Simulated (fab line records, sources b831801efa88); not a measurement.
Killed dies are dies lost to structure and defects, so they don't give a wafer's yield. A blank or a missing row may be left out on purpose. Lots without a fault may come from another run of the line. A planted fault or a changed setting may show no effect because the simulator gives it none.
fab line records | flow sky130
record lots=11 wafers=33 last_day=50
route steps=708 shown METAL2@501 VIA2@527 CAPM@539 PAD_OPEN@708
lots that met no fault: from a run of the same line without faults
start_h: hours from the record's first day to the start of the lot's first wafer shown | wait_h: hours since the lot's step before | " the same as in the row above | L1.1+2: a row that stands for several wafers | - no value, or no start given | * or withheld: withheld | < > ~ a bound
route shown NAME@n: a module of which the file shows steps, and the number in the route of the first | usual: mean/standard deviation of fault-free wafers | same: alike in all rows | chamber/n: place in a boat | sites: the reading at each site | _std_site: their standard deviation | _edge_site: outer sites' mean less inner sites' | radius_mm: how far each site lies from the wafer's centre | mask NAME#n: copy n | behind: the tool/chamber that last shaped the wafer | hold: why the lot was held/for how many hours/how that ended | device: the transistor (n, p or np) that didn't switch | end of line: the same wafers' tests at the end of the route | a step without rows: its recipe alone | killed: dies lost to structure and defects at the first sort, not the wafer's yield | map: a wafer's dies, x killed, . not, _ none there
set.NAME: the setting as run; set.NAME@STEP: as run at that earlier step | model.NAME: the simulator's own value behind a step, which no gauge read
steps of the route over a sample of lots; a table a step, a row a wafer
services: from which hour (start_h, from the record's first day; less than 0 if before it) a tool's chamber was out of use, for how many hours, and why
## steps
# step SKY_METAL2_ETCH_18
# recipe chemistry=N2/H2 target=BARC ion_energy_ev=200 bias_w=100 pressure_mtorr=30 n2_flow_sccm=100 h2_flow_sccm=200 icp_w=500 stop_on=SiO2 time_s=45.9 target_depth_a=600
# usual drypump_motor_current_A=5.9/0.48 he_backside_leak_sccm=3.2/0.38 oes_product_au=0.855/0.005 throttle_valve_pct=13.225/0.01
# columns lot.wafer tool chamber start_h wait_h drypump_motor_current_A he_backside_leak_sccm oes_product_au rf_hours_counter_h throttle_valve_pct
L210.1 rie_metal-01 0 814.39 0.0 5.2 3.2 0.847 16 13.220
L210.2 " 1 " " 6.5 3.0 0.859 4 13.218
L210.5 " 1 " " 6.5 3.3 0.851 - 13.231
L213.2 rie_metal-01 0 840.45 0.0 5.2 3.1 0.859 17 13.231
L213.5 " 1 " " 6.5 2.6 0.862 - 13.216
L213.6 " 0 " " 5.2 3.1 0.849 - 13.221
L214.2 rie_metal-02 0 848.30 0.0 5.9 3.7 0.859 7 13.231
L214.3 " 0 " " 5.9 3.6 0.856 - 13.227
L214.4 " 1 " " 6.1 3.2 0.866 - 13.217
L216.3 rie_metal-01 1 864.33 0.1 6.4 2.9 0.854 - 13.201
L216.4 " 1 " " 6.5 2.9 0.859 - 13.232
L216.5 " 1 " " 6.5 3.1 0.854 - 13.237
L217.2 rie_metal-04 0 879.41 0.0 6.1 3.3 0.850 8 13.221
L217.3 " 0 " " 6.1 3.3 0.851 - 13.240
L217.6 " 1 " " 5.5 3.1 0.855 - 13.211
L225.1 rie_metal-01 0 940.52 0.1 5.2 3.1 0.851 4 13.228
L225.3 " 0 " " 5.2 3.1 0.853 - 13.225
L225.6 " 0 " " 5.2 3.1 0.854 - 13.211
L227.3 rie_metal-02 0 955.36 0.0 5.9 3.2 0.851 - 13.213
L227.4 " 1 " " 6.1 3.2 0.850 - 13.206
L227.5 " 1 " " 6.1 3.2 0.842 - 13.230
L228.1 rie_metal-01 1 957.62 0.0 6.5 3.1 0.857 11 13.235
L228.4 " 1 " " 6.5 3.0 0.860 - 13.220
L228.6 " 0 " " 5.2 3.1 0.857 - 13.229
L229.1 rie_metal-02 1 958.55 0.0 6.1 3.1 0.851 11 13.232
L229.3 " 1 " " 6.1 3.2 0.850 - 13.246
L229.6 " 0 " " 5.9 3.5 0.858 - 13.221
L233.2 rie_metal-01 0 996.95 0.0 5.2 3.1 0.858 8 13.230
L233.3 " 1 " " 6.5 3.2 0.845 - 13.235
L233.5 " 0 " " 5.2 3.1 0.860 - 13.229
L232.1 rie_metal-02 1 1000.05 0.0 6.1 6.0 0.852 13 13.234
L232.2 " 0 " " 5.9 3.4 0.855 15 13.221
L232.6 " 0 " " 5.9 3.3 0.851 - 13.230
# step SKY_VIA2_SPUTTER_20
# recipe material=TiN target_thk_nm=20 chamber_pressure_pa=5 power_w=4000 time_s=80
# usual cathode_dc_power_W=4000.0/0.79 chamber_pressure_pa=4.998/0.0094 throttle_valve_pct=29.8/0.87
# columns lot.wafer tool chamber start_h wait_h cathode_dc_power_W chamber_pressure_pa throttle_valve_pct
L210.1 pvd_sputter-02 - 843.05 0.0 3999.6 5.000 29.6
L210.2 " - " " 3999.6 5.007 30.4
L210.5 " - " " 3999.2 4.989 30.5
L213.2 pvd_sputter-03 - 868.66 0.0 4000.3 4.978 30.7
L213.5 " - " " 4001.0 4.977 29.0
L213.6 " - " " 4000.1 4.985 30.7
L214.2 pvd_sputter-02 - 876.38 0.0 4000.1 5.009 30.4
L214.3 " - " " 4000.6 4.997 29.4
L214.4 " - " " 4000.2 5.002 29.7
L216.3 pvd_sputter-03 - 891.68 0.0 3999.2 5.013 31.1
L216.4 " - " " 3999.0 4.991 29.4
L216.5 " - " " 3999.4 5.012 29.0
L217.2 pvd_sputter-04 - 907.54 0.0 3998.4 4.986 29.5
L217.3 " - " " 4001.6 4.990 29.4
L217.6 " - " " 3999.5 4.998 29.6
L225.1 pvd_sputter-04 - 967.49 0.0 4001.2 5.003 28.8
L225.3 " - " " 3998.8 5.011 31.6
L225.6 " - " " 4000.6 5.015 31.5
L227.3 pvd_sputter-03 - 981.82 0.0 4000.6 4.986 29.1
L227.4 " - " " 3999.5 5.010 28.8
L227.5 " - " " 3998.1 5.002 31.3
L228.1 pvd_sputter-04 - 983.98 0.0 3998.7 4.989 31.4
L228.4 " - " " 3999.7 5.001 29.5
L228.6 " - " " 4001.0 5.001 31.3
L229.1 pvd_sputter-04 - 984.91 0.0 4000.3 5.004 31.4
L229.3 " - " " 4000.6 4.989 29.3
L229.6 " - " " 4000.2 4.997 31.3
L233.2 pvd_sputter-02 - 1023.07 0.0 3999.9 5.012 30.4
L233.3 " - " " 3999.0 4.980 29.4
L233.5 " - " " 3998.6 5.011 29.4
L232.1 pvd_sputter-04 - 1024.81 0.0 4000.6 4.987 29.0
L232.2 " - " " 4000.4 5.005 28.7
L232.6 " - " " 4000.3 4.997 31.5
# step SKY_VIA2_CMP_24
# recipe stop_on=SiO2 t_overpolish_s=20 down_force_psi=3.5 platen_rpm=60 target_thk_nm=0 pad_velocity_m_s=0.94248
# usual motor_current_A=11.1/1.5 overpolish_run_s=20.000/0.0095 time_to_endpoint_s=101/5.8
# columns lot.wafer tool chamber start_h wait_h motor_current_A overpolish_run_s time_to_endpoint_s
L210.1 cmp-02 3 843.47 0.1 9.2 19.992 99
L210.2 " 1 " " 10.4 20.006 103
L210.5 " 3 " " 9.5 19.990 97
L213.2 cmp-02 1 869.13 0.1 10.7 20.006 101
L213.5 " 3 " " 9.1 19.999 95
L213.6 " 0 " " 11.2 19.999 102
L214.2 cmp-02 2 876.80 0.1 11.9 20.029 95
L214.3 " 3 " " 9.6 19.999 95
L214.4 " 0 " " 11.8 19.995 104
L216.4 cmp-02 3 892.05 0.0 9.3 19.999 99
L216.3 " 2 " " 12.0 19.997 103
L216.5 " 3 " " 9.6 20.014 101
L217.3 cmp-01 3 907.96 0.0 8.8 20.010 104
L217.2 " 0 " " 13.6 20.003 100
L217.6 " 0 " " 13.8 19.999 100
L225.3 cmp-01 1 967.87 0.0 11.7 20.004 95
L225.1 " 2 " " 10.9 19.986 101
L225.6 " 1 " " 12.1 19.988 96
L227.3 cmp-02 3 982.19 0.0 9.0 20.008 96
L227.4 " 2 " " 12.8 20.010 98
L227.5 " 3 " " 9.2 19.985 95
L228.4 cmp-01 1 984.40 0.1 11.6 20.005 95
L228.1 " 3 " " 9.2 20.002 111
L228.6 " 1 " " 12.3 19.995 96
L229.1 cmp-01 2 985.33 0.1 10.8 19.972 98
L229.3 " 3 " " 9.2 19.984 107
L229.6 " 2 " " 10.6 20.011 98
L233.3 cmp-01 2 1023.54 0.1 10.6 19.997 97
L233.2 " 3 " " 9.0 20.001 105
L233.5 " 1 " " 11.8 19.994 91
L232.2 cmp-01 1 1025.18 0.0 11.2 20.004 90
L232.1 " 3 " " 9.1 19.994 106
L232.6 " 2 " " 10.5 20.013 98
# step SKY_CAPM_SPUTTER_02
# recipe material=TiN target_thk_nm=200 temp_c=300 power_w=6500 time_s=166.7 chamber_pressure_pa=0.4
# usual cathode_dc_power_W=6500.1/0.98 chamber_pressure_pa=0.4001/0.00076 throttle_valve_pct=29.6/0.81
# columns lot.wafer tool chamber start_h wait_h cathode_dc_power_W chamber_pressure_pa throttle_valve_pct
L210.1 pvd_sputter-01 - 843.96 0.1 6499.4 0.3982 30.2
L210.2 " - " " 6503.4 0.4003 27.4
L210.5 " - " " 6501.0 0.3991 29.3
L213.2 pvd_sputter-03 - 869.57 0.0 6499.3 0.3999 29.2
L213.5 " - " " 6499.3 0.4000 28.9
L213.6 " - " " 6499.1 0.4002 30.8
L214.2 pvd_sputter-02 - 877.30 0.0 6499.4 0.3995 30.1
L214.3 " - " " 6501.9 0.4006 29.3
L214.4 " - " " 6501.4 0.4001 29.1
L216.3 pvd_sputter-01 - 892.58 0.0 6498.8 0.4001 27.4
L216.4 " - " " 6498.8 0.4003 29.7
L216.5 " - " " 6500.4 0.3990 30.2
L217.2 pvd_sputter-02 - 908.50 0.0 6500.3 0.3997 29.2
L217.3 " - " " 6500.1 0.4000 30.2
L217.6 " - " " 6499.2 0.4014 30.4
L225.1 pvd_sputter-02 - 968.40 0.1 6500.0 0.3983 30.3
L225.3 " - " " 6499.4 0.4000 29.6
L225.6 " - " " 6254.2 0.3990 30.7
L227.3 pvd_sputter-03 - 982.73 0.0 6498.9 0.3999 28.8
L227.4 " - " " 6499.0 0.3998 29.6
L227.5 " - " " 6500.6 0.3994 29.1
L228.1 pvd_sputter-03 - 984.89 0.1 6499.6 0.4003 29.3
L228.4 " - " " 6499.6 0.4008 29.2
L228.6 " - " " 6499.8 0.3992 29.0
L229.1 pvd_sputter-03 - 985.81 0.1 6500.9 0.3984 30.7
L229.3 " - " " 6500.8 0.3990 29.1
L229.6 " - " " 6501.0 0.4002 29.4
L233.2 pvd_sputter-01 - 1023.98 0.0 6500.1 0.3991 30.3
L233.3 " - " " 6499.9 0.3992 29.4
L233.5 " - " " 6501.4 0.3992 29.6
L232.1 pvd_sputter-01 - 1025.71 0.1 6499.7 0.4001 29.3
L232.2 " - " " 6500.4 0.4005 29.5
L232.6 " - " " 6501.7 0.3988 29.4
# step SKY_PAD_OPEN_PROBE_99
# usual defect_limited_yield=82.8/2.1 killed_at_M0_to_M3=42/6.6 killed_at_M4_up=3.1/1.9 killed_at_contacts=24/5.6 killed_at_front_end=15/4.8 killed_at_other=0.3/0.48 killed_dies=84/10 killed_open=47/6.8 killed_short=37/6.8 sort_bin_3_pad_short=0.9/0.48 sort_bin_5_function=10.1/1.4 sort_bin_6_memory=6.2/1.2 sort_bin_8_speed=0.00/0.017 sort_n_pass=408/10 sort_yield_pct=82.8/2.1
# same gross_dies=492 killed_at_back_side=0 sort_bin_4_leakage[%]=0
# columns lot.wafer tool chamber start_h wait_h defect_limited_yield[%] killed_at_M0_to_M3 killed_at_M4_up killed_at_contacts killed_at_front_end killed_at_other killed_dies killed_open killed_short sort_bin_3_pad_short[%] sort_bin_5_function[%] sort_bin_6_memory[%] sort_bin_8_speed[%] sort_n_pass sort_yield_pct[%]
L227.3 prober-02 - 1177.32 0.2 78.7 50 2 35 18 0 105 58 47 1.2 11.0 9.1 0 387 78.7
L227.4 prober-02 - 1177.37 0.2 81.9 48 3 22 16 0 89 50 39 1.2 9.6 7.3 0 403 81.9
L227.5 prober-02 - 1177.42 0.2 82.1 41 6 25 16 0 88 50 38 0.8 10.0 7.1 0 404 82.1
# killed by level:class
L227.3 VIA1:geometric_particle:open=15 CONTACT:geometric_particle:open=13 CONTACT:geometric_particle:short=8 LI_CONTACT:geometric_particle:open=7 FIELD_ISO:geometric_particle:open=6 VIA2:geometric_particle:open=6 FIELD_ISO:geometric_particle:short=5 METAL1:geometric_particle:short=5
L227.4 VIA1:geometric_particle:open=12 METAL2:geometric_particle:short=11 CONTACT:geometric_particle:open=9 VIA3:geometric_particle:open=8 VIA2:geometric_particle:open=7 POLY_GATE:geometric_particle:short=6 FIELD_ISO:geometric_particle:open=4 LI_CONTACT:geometric_particle:open=4
L227.5 CONTACT:geometric_particle:open=12 VIA1:geometric_particle:open=8 VIA2:geometric_particle:open=7 LI_CONTACT:geometric_particle:open=6 CONTACT:geometric_particle:short=5 METAL2:geometric_particle:short=5 FIELD_ISO:geometric_particle:short=4 POLY_GATE:geometric_particle:short=4
## services
# columns tool chamber start_h hours kind
cmp-01 - 792.47 1.1 repair
rie_metal-04 0 807.77 4.8 repair
cmp-01 - 820.59 1.5 repair
pvd_sputter-03 - 832.78 2.4 repair
cmp-01 - 834.00 0.6 repair
pvd_sputter-02 - 838.63 0.8 repair
cmp-01 - 846.38 3.3 repair
rie_metal-01 0 846.76 - clean
rie_metal-01 0 846.76 19.1 scheduled_down
cmp-02 - 855.13 5.5 pm
cmp-01 - 886.17 18.4 repair
cmp-01 - 906.49 0.8 repair
pvd_sputter-01 - 908.64 2.2 repair
cmp-01 - 912.18 4.0 pm
pvd_sputter-02 - 927.87 0.9 repair
rie_metal-01 1 938.43 16.3 repair
cmp-01 - 978.80 0.9 repair
cmp-02 - 1002.93 1.0 repair
rie_metal-04 - 1007.21 0.1 repair
cmp-01 - 1013.04 1.8 repair
rie_metal-04 - 1016.42 0.6 repair
pvd_sputter-03 - 1016.58 0.5 repair
pvd_sputter-01 - 1019.03 4.9 repair
rie_metal-01 1 1020.24 4.8 repair
## key
first_sign step=SKY_CAPM_SPUTTER_02 reading=cathode_dc_power_W direction=down sigmas=99+ usual=6500.1 struck=6254.2
effect none on later readings
met_at SKY_CAPM_SPUTTER_02
struck_lots L225
struck_wafers L225.6
not_acting_at SKY_METAL2_ETCH_18,SKY_VIA2_SPUTTER_20,SKY_VIA2_CMP_24
onset_between 908.50 968.40
fault kind=process_parameter_drift tool=pvd_sputter-02 chamber=- onset_h=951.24 steps=SKY_CAPM_SPUTTER_02 channel=power_w offset=* shape=step end_h=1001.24 acts_in=* stated=* scope=struck_wafers_only
